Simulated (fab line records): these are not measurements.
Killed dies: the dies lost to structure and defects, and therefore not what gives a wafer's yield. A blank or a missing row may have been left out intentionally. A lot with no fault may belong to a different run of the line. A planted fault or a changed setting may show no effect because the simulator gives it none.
One fault through the eyes of 2 desks || flow gf180mcu || each desk has only its own numbers; what lay behind them comes last

THE TOOL OWNER'S DESK: pvdSputter-04
At GF_M4_SPUTTER_01 (material TiN, target thk 30 nm, time 25 s) the tool's own readings: per lot run on this tool, the mean of the sampled wafers that have a number. Any lot whose mean is over 4 standard deviations away from the usual mean is out of limits and marked OUT; that distance is given in the brackets.
Columns: A = chamberPressurePa at GF_M4_SPUTTER_01, usual 0.4000 Pa; B = throttleValvePct at GF_M4_SPUTTER_01, usual 30.0 %
{"lot": "L245", "first seen here": "day 23 20:30", "A": 0.4002, "B": 29.3}
{"lot": "L258", "first seen here": "day 28 00:04", "A": 0.3992, "B": 30.1}
{"lot": "L259", "first seen here": "day 28 05:50", "A": 0.3999, "B": 29.3}
Result from this desk: across the 3 lots, nothing is out of limits.

THE METROLOGY DESK
What the gauges read for every lot (on any tool): the sampled wafers with a number, averaged. Any lot whose mean is over 4 standard deviations away from the usual mean is out of limits and marked OUT; that distance is given in the brackets.
Columns: A = V3_W_RS at GF_V3_RS_MEAS_24, usual 0.328 ohm/sq; B = V3_W_THK at GF_V3_THK_MEAS_25, usual 351 nm
{"lot": "L245", "first seen here": "day 23 19:56", "A": 0.324, "B": 354}
{"lot": "L251", "first seen here": "day 26 01:39", "A": 0.328, "B": 352}
{"lot": "L255", "first seen here": "day 27 03:04", "A": 0.327, "B": 351}
{"lot": "L258", "first seen here": "day 27 23:31", "A": 0.333, "B": 344}
{"lot": "L259", "first seen here": "day 28 05:17", "A": 0.326, "B": 358}
{"lot": "L264", "first seen here": "day 29 17:10", "A": 0.328, "B": 353}
Result from this desk: across the 6 lots, nothing is out of limits.

PUT TOGETHER
The tool owner's desk saw nothing out of limits.
The metrology desk saw nothing out of limits.

WHAT WAS PUT IN BY THE SIMULATOR
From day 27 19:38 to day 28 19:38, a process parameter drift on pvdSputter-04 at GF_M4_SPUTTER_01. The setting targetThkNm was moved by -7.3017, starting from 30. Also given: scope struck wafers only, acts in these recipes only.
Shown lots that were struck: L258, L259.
